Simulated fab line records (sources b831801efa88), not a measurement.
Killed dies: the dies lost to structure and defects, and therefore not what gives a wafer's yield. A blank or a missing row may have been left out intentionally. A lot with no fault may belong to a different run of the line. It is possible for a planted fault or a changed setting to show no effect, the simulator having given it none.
Which of the tools did it? | flow sky130 | 11 lots with 33 wafers sampled at 3 steps, on a route of 708 steps

WHAT EACH GAUGE READ, for each wafer
SKY_PWDE_OVL_MEAS_07. Usual: PWDE_OVL typically reads -0.3 nm, with standard deviation 1.7.
lot  | measured    | on         | PWDE_OVL (nm)  | flag
L618 | day 3 18:19 | overlay-02 | 1.1 0.2 1.2    |
L619 | day 4 04:38 | overlay-01 | 0.4 0.8 1.9    |
L621 | day 4 11:25 | overlay-02 | -1.4 -3.3 -3.0 |
L622 | day 4 17:40 | overlay-02 | -2.2 -1.3 -1.7 |
L623 | day 5 01:58 | overlay-02 | -1.5 -2.5 -1.8 |
L624 | day 5 05:55 | overlay-01 | 0.0 -0.4 -0.3  |
L626 | day 5 16:13 | overlay-02 | 0.0 -0.6 -0.3  |
L636 | day 7 23:07 | overlay-02 | 0.1 -1.4 -1.0  |
L637 | day 8 05:28 | overlay-01 | 1.0 0.7 -0.4   |
L640 | day 9 02:28 | overlay-01 | 2.9 2.5 2.9    |
L641 | day 9 09:28 | overlay-02 | 0.0 -1.2 -2.6  |

SKY_POLY_GATE_THK_MEAS_01. Usual: POLY_GATE_CVD_00_THK typically reads 179.7 nm, with standard deviation 1.5.
lot  | measured     | on            | POLY_GATE_CVD_00_THK (nm)           | flag
L618 | day 13 18:20 | film_metro-01 | 181.3 183.1 181.2                   |
L619 | day 14 12:32 | film_metro-03 | 179.0 179.6 178.8                   |
L621 | day 15 04:03 | film_metro-03 | 178.1 177.7 178.3                   |
L622 | day 15 04:02 | film_metro-02 | 177.4 178.7 179.5                   |
L623 | day 15 23:12 | film_metro-01 | 180.8 181.2 179.4                   |
L624 | day 16 05:55 | film_metro-01 | 182.7 183.1 183.0                   |
L626 | day 16 21:49 | film_metro-02 | 102.4 102.5 102.2 102.4 102.6 102.1 | OFF
L636 | day 20 04:01 | film_metro-03 | 178.8 179.2 178.4                   |
L637 | day 20 19:51 | film_metro-02 | 180.8 179.6 179.1                   |
L640 | day 21 21:10 | film_metro-03 | 180.8 181.6 181.0                   |
L641 | day 22 07:26 | film_metro-01 | 179.6 181.5 179.0                   |

EACH LOT AND THE TOOL THAT RAN IT (in order: tool; ch and the chambers of the sampled wafers; start)
lot  | SKY_POLY_GATE_CVD_00
L618 | lpcvd-01 ch 1, day 13 17:07
L619 | lpcvd-01 ch 1, day 14 11:18
L621 | lpcvd-01 ch 0, day 15 02:50
L622 | lpcvd-01 ch 1, day 15 02:50
L623 | lpcvd-01 ch 1, day 15 22:00
L624 | lpcvd-01 ch 1, day 16 04:42
L626 | lpcvd-01 ch 0, day 16 20:37
L636 | lpcvd-01 ch 1, day 20 02:49
L637 | lpcvd-01 ch 0, day 20 18:39
L640 | lpcvd-01 ch 1, day 21 19:58
L641 | lpcvd-01 ch 1, day 22 06:14
- SKY_POLY_GATE_CVD_00: deposits poly-Si, target thk 180 nm, time 720 s.

AS READ BY THE TOOLS THEMSELVES (means over the sampled wafers that have a number; for cases with no such wafer, the mark the record gives instead)
SKY_POLY_GATE_CVD_00. Usual: spike_tc_bottom_C 642 C, standard deviation 4; spike_tc_centre_C 621.4 C, standard deviation 1.1; spike_tc_lower_C 620.1 C, standard deviation 1.2; spike_tc_top_C 642.8 C, standard deviation 2; spike_tc_upper_C 618.9 C, standard deviation 1.3; susceptor_temp_C 619.99 C, standard deviation 0.28.
lot  | tool     | spike_tc_bottom_C (C) | spike_tc_centre_C (C) | spike_tc_lower_C (C) | spike_tc_top_C (C) | spike_tc_upper_C (C) | susceptor_temp_C (C) | flag
L618 | lpcvd-01 | 644                   | 621.4                 | 618.8                | 643.9              | 619.0                | 620.10               |
L619 | lpcvd-01 | 644                   | 621.2                 | 619.7                | 643.9              | 618.6                | 619.67               |
L621 | lpcvd-01 | 637                   | 621.0                 | 620.8                | 639.8              | 618.1                | 620.57               |
L622 | lpcvd-01 | 646                   | 621.3                 | 618.4                | 643.5              | 618.4                | 619.96               |
L623 | lpcvd-01 | 645                   | 621.4                 | 619.5                | 643.4              | 619.1                | 620.09               |
L624 | lpcvd-01 | 645                   | 620.5                 | 620.5                | 643.8              | 618.9                | 619.92               |
L626 | lpcvd-01 | 613                   | 597.7                 | 596.4                | 617.6              | 595.8                | 596.31               | OFF
L636 | lpcvd-01 | 645                   | 621.8                 | 620.0                | 643.7              | 619.7                | 620.20               |
L637 | lpcvd-01 | 637                   | 621.7                 | 620.5                | 639.7              | 618.9                | 619.70               |
L640 | lpcvd-01 | 645                   | 621.8                 | 619.0                | 643.1              | 619.0                | 620.01               |
L641 | lpcvd-01 | 645                   | 622.6                 | 620.7                | 644.2              | 617.8                | 620.06               |

THE ANSWER, worked out from the rows above alone
Rule: a lot counts as off when the mean over its wafers that have a number is more than 3 standard deviations away from the usual mean. Also off: a lot with no number at a reading for which 4 or more lots have one. Where the step has rows for the other lots, those lots are counted as sound. After the gauges, taken in route order, come the tools' own readings; for these a lot's mean is taken, as printed above. The first step at which some lot is off is used, and at that step the reading that is off furthest; a lot without a number counts as furthest.
Off: L626, seen at SKY_POLY_GATE_THK_MEAS_01 (POLY_GATE_CVD_00_THK).
If a tool, at a process step before that reading, ran all the lots that are off and no sound lot after the first of them, it fits. The gauges at SKY_POLY_GATE_THK_MEAS_01 aren't tried: what is off there is off at SKY_POLY_GATE_CVD_00 too, on other tools, and a gauge's error can't cause that. None of those tried fits.

WHAT THE SIMULATOR PUT IN
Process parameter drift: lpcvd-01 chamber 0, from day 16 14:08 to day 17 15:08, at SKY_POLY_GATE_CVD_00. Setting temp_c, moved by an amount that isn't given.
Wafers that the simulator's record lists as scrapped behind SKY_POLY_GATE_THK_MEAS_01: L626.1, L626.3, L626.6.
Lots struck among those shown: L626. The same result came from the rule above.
